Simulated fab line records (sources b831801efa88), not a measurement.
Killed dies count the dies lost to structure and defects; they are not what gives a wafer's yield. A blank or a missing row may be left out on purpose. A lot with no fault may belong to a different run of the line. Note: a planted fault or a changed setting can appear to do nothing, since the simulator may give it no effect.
Which tool is to blame? || flow gf180mcu || 33 wafers from 11 lots sampled at 6 of the route's 602 steps

== WHAT THE GAUGES READ, wafer by wafer ==
GF_HV_LDD_CD_MEAS_07: target cd 400 nm. Usual: 399.7 nm for cd_nm, sd 2.4.
{"lot": "L284", "measured": "day 10 04:23", "on": "cd_sem-02", "cd_nm (nm)": "402.5 402.7 403.2", "flag": ""}
{"lot": "L286", "measured": "day 10 11:11", "on": "cd_sem-02", "cd_nm (nm)": "400.4 400.8 398.9", "flag": ""}
{"lot": "L287", "measured": "day 10 17:21", "on": "cd_sem-01", "cd_nm (nm)": "404.6 402.9 403.9", "flag": ""}
{"lot": "L288", "measured": "day 10 21:22", "on": "cd_sem-02", "cd_nm (nm)": "394.3 394.7 394.2", "flag": ""}
{"lot": "L290", "measured": "day 11 16:20", "on": "cd_sem-02", "cd_nm (nm)": "401.1 400.2 400.2", "flag": ""}
{"lot": "L294", "measured": "day 13 15:21", "on": "cd_sem-01", "cd_nm (nm)": "398.3 396.0 398.4", "flag": ""}
{"lot": "L296", "measured": "day 13 18:17", "on": "cd_sem-02", "cd_nm (nm)": "400.6 401.1 402.4", "flag": ""}
{"lot": "L300", "measured": "day 14 15:40", "on": "cd_sem-01", "cd_nm (nm)": "- - -", "flag": "OFF"}
{"lot": "L301", "measured": "day 14 23:14", "on": "cd_sem-02", "cd_nm (nm)": "398.2 399.6 398.8", "flag": ""}
{"lot": "L305", "measured": "day 16 20:25", "on": "cd_sem-02", "cd_nm (nm)": "399.6 399.7 398.2", "flag": ""}
{"lot": "L306", "measured": "day 16 20:22", "on": "cd_sem-01", "cd_nm (nm)": "397.5 396.4 396.5", "flag": ""}

GF_HV_LDD_TW_MEAS_11. Usual: HV_LDD_TW 2421, standard deviation 22.
{"lot": "L284", "measured": "day 10 04:46", "on": "film_metro-03", "HV_LDD_TW": "2433 2428 2438", "flag": ""}
{"lot": "L286", "measured": "day 10 11:35", "on": "film_metro-03", "HV_LDD_TW": "2419 2421 2430", "flag": ""}
{"lot": "L287", "measured": "day 10 17:45", "on": "film_metro-04", "HV_LDD_TW": "2415 2414 2415", "flag": ""}
{"lot": "L288", "measured": "day 10 21:46", "on": "film_metro-01", "HV_LDD_TW": "2433 2434 2443", "flag": ""}
{"lot": "L290", "measured": "day 11 16:44", "on": "film_metro-01", "HV_LDD_TW": "2434 2433 2437", "flag": ""}
{"lot": "L294", "measured": "day 13 15:45", "on": "film_metro-04", "HV_LDD_TW": "2409 2396 2385", "flag": ""}
{"lot": "L296", "measured": "day 13 18:41", "on": "film_metro-03", "HV_LDD_TW": "2437 2432 2428", "flag": ""}
{"lot": "L300", "measured": "day 14 16:04", "on": "film_metro-03", "HV_LDD_TW": "30 30 30", "flag": "OFF"}
{"lot": "L301", "measured": "day 14 23:38", "on": "film_metro-03", "HV_LDD_TW": "2420 2420 2408", "flag": ""}
{"lot": "L305", "measured": "day 16 20:49", "on": "film_metro-03", "HV_LDD_TW": "2430 2421 2423", "flag": ""}
{"lot": "L306", "measured": "day 16 20:45", "on": "film_metro-01", "HV_LDD_TW": "2440 2443 2447", "flag": ""}

== WHAT TOOL EACH LOT RAN ON (gives the tool, then ch and the chambers of the sampled wafers, and finally the start) ==
{"lot": "L284", "GF_MVPSD_STRIP_10": "plasma_asher-01 ch 0,1, day 5 04:06", "GF_VT_IMPLANT_STRIP_09": "plasma_asher-04 ch 0,1, day 5 18:03", "GF_POLY_GATE_ETCH_12": "rie_diel-02 ch 0,1, day 9 09:03", "GF_HV_LDD_EXPOSE_04": "iline_stepper-01 ch 0, day 9 19:17"}
{"lot": "L286", "GF_MVPSD_STRIP_10": "plasma_asher-01 ch 0,1, day 5 11:34", "GF_VT_IMPLANT_STRIP_09": "plasma_asher-04 ch 0,1, day 6 02:25", "GF_POLY_GATE_ETCH_12": "rie_diel-04 ch 0,1,2, day 9 15:40", "GF_HV_LDD_EXPOSE_04": "iline_stepper-01 ch 0, day 10 02:11"}
{"lot": "L287", "GF_MVPSD_STRIP_10": "plasma_asher-01 ch 0,1, day 5 17:25", "GF_VT_IMPLANT_STRIP_09": "plasma_asher-04 ch 0,1, day 6 08:20", "GF_POLY_GATE_ETCH_12": "rie_diel-02 ch 1,2, day 9 21:05", "GF_HV_LDD_EXPOSE_04": "iline_stepper-01 ch 0, day 10 07:59"}
{"lot": "L288", "GF_MVPSD_STRIP_10": "plasma_asher-03 ch 0,1, day 5 22:10", "GF_VT_IMPLANT_STRIP_09": "plasma_asher-02 ch 0,1, day 6 12:37", "GF_POLY_GATE_ETCH_12": "rie_diel-01 ch 1,3, day 10 02:54", "GF_HV_LDD_EXPOSE_04": "iline_stepper-01 ch 0, day 10 13:07"}
{"lot": "L290", "GF_MVPSD_STRIP_10": "plasma_asher-03 ch 0,1, day 6 12:28", "GF_VT_IMPLANT_STRIP_09": "plasma_asher-04 ch 0,1, day 7 02:50", "GF_POLY_GATE_ETCH_12": "rie_diel-01 ch 0,1, day 10 19:28", "GF_HV_LDD_EXPOSE_04": "iline_stepper-01 ch 0, day 11 07:04"}
{"lot": "L294", "GF_MVPSD_STRIP_10": "plasma_asher-02 ch 0,1, day 7 23:10", "GF_VT_IMPLANT_STRIP_09": "plasma_asher-02 ch 0,1, day 8 14:20", "GF_POLY_GATE_ETCH_12": "rie_diel-02 ch 0,2,3, day 12 16:36", "GF_HV_LDD_EXPOSE_04": "iline_stepper-02 ch 0, day 13 05:11"}
{"lot": "L296", "GF_MVPSD_STRIP_10": "plasma_asher-01 ch 0,1, day 8 03:50", "GF_VT_IMPLANT_STRIP_09": "plasma_asher-04 ch 0,1, day 8 20:26", "GF_POLY_GATE_ETCH_12": "rie_diel-04 ch 0,1,3, day 12 20:55", "GF_HV_LDD_EXPOSE_04": "iline_stepper-01 ch 0, day 13 08:52"}
{"lot": "L300", "GF_MVPSD_STRIP_10": "plasma_asher-01 ch 0,1, day 8 20:58", "GF_VT_IMPLANT_STRIP_09": "plasma_asher-04 ch 0,1, day 9 14:08", "GF_POLY_GATE_ETCH_12": "rie_diel-04 ch 1,3, day 13 17:55", "GF_HV_LDD_EXPOSE_04": "iline_stepper-01 ch 0, day 14 06:02"}
{"lot": "L301", "GF_MVPSD_STRIP_10": "plasma_asher-01 ch 0,1, day 9 02:20", "GF_VT_IMPLANT_STRIP_09": "plasma_asher-04 ch 0,1, day 9 19:37", "GF_POLY_GATE_ETCH_12": "rie_diel-01 ch 2,3, day 13 23:44", "GF_HV_LDD_EXPOSE_04": "iline_stepper-01 ch 0, day 14 13:17"}
{"lot": "L305", "GF_MVPSD_STRIP_10": "plasma_asher-02 ch 0,1, day 10 14:26", "GF_VT_IMPLANT_STRIP_09": "plasma_asher-03 ch 0,1, day 11 09:05", "GF_POLY_GATE_ETCH_12": "rie_diel-04 ch 0,2, day 15 20:21", "GF_HV_LDD_EXPOSE_04": "iline_stepper-01 ch 0, day 16 09:45"}
{"lot": "L306", "GF_MVPSD_STRIP_10": "plasma_asher-03 ch 0,1, day 10 15:25", "GF_VT_IMPLANT_STRIP_09": "plasma_asher-02 ch 0,1, day 11 09:45", "GF_POLY_GATE_ETCH_12": "rie_diel-01 ch 1,2,3, day 15 20:18", "GF_HV_LDD_EXPOSE_04": "iline_stepper-01 ch 0, day 16 09:39"}
- GF_MVPSD_STRIP_10: strips in O2/N2.
- GF_VT_IMPLANT_STRIP_09: strips in O2/N2.
- GF_POLY_GATE_ETCH_12: etches BARC in N2/H2.
- GF_HV_LDD_EXPOSE_04: exposes mask Nplus LV AREA, target cd 400 nm.

== AS READ BY THE TOOLS THEMSELVES (means over the sampled wafers that have a number; for cases with no such wafer, the mark the record gives instead) ==
GF_MVPSD_STRIP_10. Usual: drypump_motor_current_A 5.8 A, standard deviation 0.34; heater_power_w 341 W, standard deviation 35; oes_product_au 0.722 a.u., standard deviation 0.0042; strip_time_to_endpoint_s 36.97 s, standard deviation 0.091.
{"lot": "L284", "tool": "plasma_asher-01", "drypump_motor_current_A (A)": 5.9, "heater_power_w (W)": 335, "oes_product_au (a.u.)": 0.728, "strip_time_to_endpoint_s (s)": 36.88, "flag": ""}
{"lot": "L286", "tool": "plasma_asher-01", "drypump_motor_current_A (A)": 5.8, "heater_power_w (W)": 324, "oes_product_au (a.u.)": 0.725, "strip_time_to_endpoint_s (s)": 37.04, "flag": ""}
{"lot": "L287", "tool": "plasma_asher-01", "drypump_motor_current_A (A)": 5.9, "heater_power_w (W)": 335, "oes_product_au (a.u.)": 0.721, "strip_time_to_endpoint_s (s)": 36.88, "flag": ""}
{"lot": "L288", "tool": "plasma_asher-03", "drypump_motor_current_A (A)": 5.4, "heater_power_w (W)": 350, "oes_product_au (a.u.)": 0.720, "strip_time_to_endpoint_s (s)": 37.09, "flag": ""}
{"lot": "L290", "tool": "plasma_asher-03", "drypump_motor_current_A (A)": 5.3, "heater_power_w (W)": 349, "oes_product_au (a.u.)": 0.720, "strip_time_to_endpoint_s (s)": 37.00, "flag": ""}
{"lot": "L294", "tool": "plasma_asher-02", "drypump_motor_current_A (A)": 6.1, "heater_power_w (W)": 327, "oes_product_au (a.u.)": 0.719, "strip_time_to_endpoint_s (s)": 36.90, "flag": ""}
{"lot": "L296", "tool": "plasma_asher-01", "drypump_motor_current_A (A)": 5.9, "heater_power_w (W)": 342, "oes_product_au (a.u.)": 0.725, "strip_time_to_endpoint_s (s)": 36.94, "flag": ""}
{"lot": "L300", "tool": "plasma_asher-01", "drypump_motor_current_A (A)": 5.9, "heater_power_w (W)": 337, "oes_product_au (a.u.)": 0.722, "strip_time_to_endpoint_s (s)": 36.95, "flag": ""}
{"lot": "L301", "tool": "plasma_asher-01", "drypump_motor_current_A (A)": 5.8, "heater_power_w (W)": 324, "oes_product_au (a.u.)": 0.722, "strip_time_to_endpoint_s (s)": 37.06, "flag": ""}
{"lot": "L305", "tool": "plasma_asher-02", "drypump_motor_current_A (A)": 6.1, "heater_power_w (W)": 335, "oes_product_au (a.u.)": 0.721, "strip_time_to_endpoint_s (s)": 36.82, "flag": ""}
{"lot": "L306", "tool": "plasma_asher-03", "drypump_motor_current_A (A)": 5.4, "heater_power_w (W)": 352, "oes_product_au (a.u.)": 0.722, "strip_time_to_endpoint_s (s)": 37.03, "flag": ""}

GF_VT_IMPLANT_STRIP_09. Usual: drypump_motor_current_A 5.9 A, standard deviation 0.37; heater_power_w 325 W, standard deviation 47; oes_product_au 0.715 a.u., standard deviation 0.0044; strip_time_to_endpoint_s 12.65 s, standard deviation 0.033.
{"lot": "L284", "tool": "plasma_asher-04", "drypump_motor_current_A (A)": 6.0, "heater_power_w (W)": 294, "oes_product_au (a.u.)": 0.721, "strip_time_to_endpoint_s (s)": 12.64, "flag": ""}
{"lot": "L286", "tool": "plasma_asher-04", "drypump_motor_current_A (A)": 6.0, "heater_power_w (W)": 299, "oes_product_au (a.u.)": 0.711, "strip_time_to_endpoint_s (s)": 12.63, "flag": ""}
{"lot": "L287", "tool": "plasma_asher-04", "drypump_motor_current_A (A)": 5.8, "heater_power_w (W)": 329, "oes_product_au (a.u.)": 0.717, "strip_time_to_endpoint_s (s)": 12.64, "flag": ""}
{"lot": "L288", "tool": "plasma_asher-02", "drypump_motor_current_A (A)": 6.0, "heater_power_w (W)": 370, "oes_product_au (a.u.)": 0.712, "strip_time_to_endpoint_s (s)": 12.67, "flag": ""}
{"lot": "L290", "tool": "plasma_asher-04", "drypump_motor_current_A (A)": 5.8, "heater_power_w (W)": 321, "oes_product_au (a.u.)": 0.716, "strip_time_to_endpoint_s (s)": 12.63, "flag": ""}
{"lot": "L294", "tool": "plasma_asher-02", "drypump_motor_current_A (A)": 6.1, "heater_power_w (W)": 333, "oes_product_au (a.u.)": 0.718, "strip_time_to_endpoint_s (s)": 12.64, "flag": ""}
{"lot": "L296", "tool": "plasma_asher-04", "drypump_motor_current_A (A)": 5.8, "heater_power_w (W)": 321, "oes_product_au (a.u.)": 0.715, "strip_time_to_endpoint_s (s)": 12.63, "flag": ""}
{"lot": "L300", "tool": "plasma_asher-04", "drypump_motor_current_A (A)": 6.0, "heater_power_w (W)": 295, "oes_product_au (a.u.)": 0.715, "strip_time_to_endpoint_s (s)": 12.64, "flag": ""}
{"lot": "L301", "tool": "plasma_asher-04", "drypump_motor_current_A (A)": 5.8, "heater_power_w (W)": 322, "oes_product_au (a.u.)": 0.713, "strip_time_to_endpoint_s (s)": 12.58, "flag": ""}
{"lot": "L305", "tool": "plasma_asher-03", "drypump_motor_current_A (A)": 5.3, "heater_power_w (W)": 355, "oes_product_au (a.u.)": 0.713, "strip_time_to_endpoint_s (s)": 12.61, "flag": ""}
{"lot": "L306", "tool": "plasma_asher-02", "drypump_motor_current_A (A)": 6.0, "heater_power_w (W)": 374, "oes_product_au (a.u.)": 0.716, "strip_time_to_endpoint_s (s)": 12.68, "flag": ""}

GF_POLY_GATE_ETCH_12. Usual: drypump_motor_current_A 6.1 A, standard deviation 0.32; oes_product_au 0.735 a.u., standard deviation 0.0047; throttle_valve_pct 13.215 %, standard deviation 0.009.
{"lot": "L284", "tool": "rie_diel-02", "drypump_motor_current_A (A)": 5.8, "oes_product_au (a.u.)": 0.736, "throttle_valve_pct (%)": 13.215, "flag": ""}
{"lot": "L286", "tool": "rie_diel-04", "drypump_motor_current_A (A)": 6.3, "oes_product_au (a.u.)": 0.735, "throttle_valve_pct (%)": 13.210, "flag": ""}
{"lot": "L287", "tool": "rie_diel-02", "drypump_motor_current_A (A)": 5.9, "oes_product_au (a.u.)": 0.736, "throttle_valve_pct (%)": 13.217, "flag": ""}
{"lot": "L288", "tool": "rie_diel-01", "drypump_motor_current_A (A)": 6.1, "oes_product_au (a.u.)": 0.736, "throttle_valve_pct (%)": 13.218, "flag": ""}
{"lot": "L290", "tool": "rie_diel-01", "drypump_motor_current_A (A)": 6.2, "oes_product_au (a.u.)": 0.737, "throttle_valve_pct (%)": 13.218, "flag": ""}
{"lot": "L294", "tool": "rie_diel-02", "drypump_motor_current_A (A)": 6.2, "oes_product_au (a.u.)": 0.738, "throttle_valve_pct (%)": 13.208, "flag": ""}
{"lot": "L296", "tool": "rie_diel-04", "drypump_motor_current_A (A)": 6.2, "oes_product_au (a.u.)": 0.730, "throttle_valve_pct (%)": 13.221, "flag": ""}
{"lot": "L300", "tool": "rie_diel-04", "drypump_motor_current_A (A)": 6.0, "oes_product_au (a.u.)": 0.736, "throttle_valve_pct (%)": 13.228, "flag": ""}
{"lot": "L301", "tool": "rie_diel-01", "drypump_motor_current_A (A)": 6.0, "oes_product_au (a.u.)": 0.735, "throttle_valve_pct (%)": 13.224, "flag": ""}
{"lot": "L305", "tool": "rie_diel-04", "drypump_motor_current_A (A)": 6.4, "oes_product_au (a.u.)": 0.738, "throttle_valve_pct (%)": 13.218, "flag": ""}
{"lot": "L306", "tool": "rie_diel-01", "drypump_motor_current_A (A)": 5.9, "oes_product_au (a.u.)": 0.734, "throttle_valve_pct (%)": 13.222, "flag": ""}

GF_HV_LDD_EXPOSE_04. Usual: exposure_dose_mJ_cm2 140.7, standard deviation 0.65; reticle_temp_C 23.00 C, standard deviation 0.094.
{"lot": "L284", "tool": "iline_stepper-01", "exposure_dose_mJ_cm2": 141.2, "reticle_temp_C (C)": 22.95, "flag": ""}
{"lot": "L286", "tool": "iline_stepper-01", "exposure_dose_mJ_cm2": 141.3, "reticle_temp_C (C)": 22.90, "flag": ""}
{"lot": "L287", "tool": "iline_stepper-01", "exposure_dose_mJ_cm2": 141.2, "reticle_temp_C (C)": 22.97, "flag": ""}
{"lot": "L288", "tool": "iline_stepper-01", "exposure_dose_mJ_cm2": 141.2, "reticle_temp_C (C)": 23.10, "flag": ""}
{"lot": "L290", "tool": "iline_stepper-01", "exposure_dose_mJ_cm2": 141.2, "reticle_temp_C (C)": 23.06, "flag": ""}
{"lot": "L294", "tool": "iline_stepper-02", "exposure_dose_mJ_cm2": 140.1, "reticle_temp_C (C)": 22.94, "flag": ""}
{"lot": "L296", "tool": "iline_stepper-01", "exposure_dose_mJ_cm2": 141.2, "reticle_temp_C (C)": 22.96, "flag": ""}
{"lot": "L300", "tool": "iline_stepper-01", "exposure_dose_mJ_cm2": 141.4, "reticle_temp_C (C)": 22.95, "flag": ""}
{"lot": "L301", "tool": "iline_stepper-01", "exposure_dose_mJ_cm2": 141.2, "reticle_temp_C (C)": 23.00, "flag": ""}
{"lot": "L305", "tool": "iline_stepper-01", "exposure_dose_mJ_cm2": 141.3, "reticle_temp_C (C)": 23.02, "flag": ""}
{"lot": "L306", "tool": "iline_stepper-01", "exposure_dose_mJ_cm2": 141.3, "reticle_temp_C (C)": 23.12, "flag": ""}

== THE ANSWER, worked out from the rows above alone ==
Rule: take the mean of a lot's wafers that have a number; if it is more than 3 standard deviations from the usual mean, the lot is off. Also off: a lot with no number at a reading for which 4 or more lots have one. The other lots that the step has rows for count as sound. Order of review: gauges by route order, followed by the tools' own readings, for which a lot's mean as printed above is used. At the first step where some lot is off, the reading lying furthest off is the one used; lots without a number count as furthest.
Off: L300, at GF_HV_LDD_CD_MEAS_07 (cd_nm). Without a number there: L300.
If a tool, at a process step before that reading, ran all the lots that are off and no sound lot after the first of them, it fits. Not tried: the gauges at GF_HV_LDD_CD_MEAS_07; whatever is off there is also off at GF_HV_LDD_TW_MEAS_11, on other tools, and gauge error can't account for it. None of those tried fits.

== WHAT THE SIMULATOR HAD PUT IN ==
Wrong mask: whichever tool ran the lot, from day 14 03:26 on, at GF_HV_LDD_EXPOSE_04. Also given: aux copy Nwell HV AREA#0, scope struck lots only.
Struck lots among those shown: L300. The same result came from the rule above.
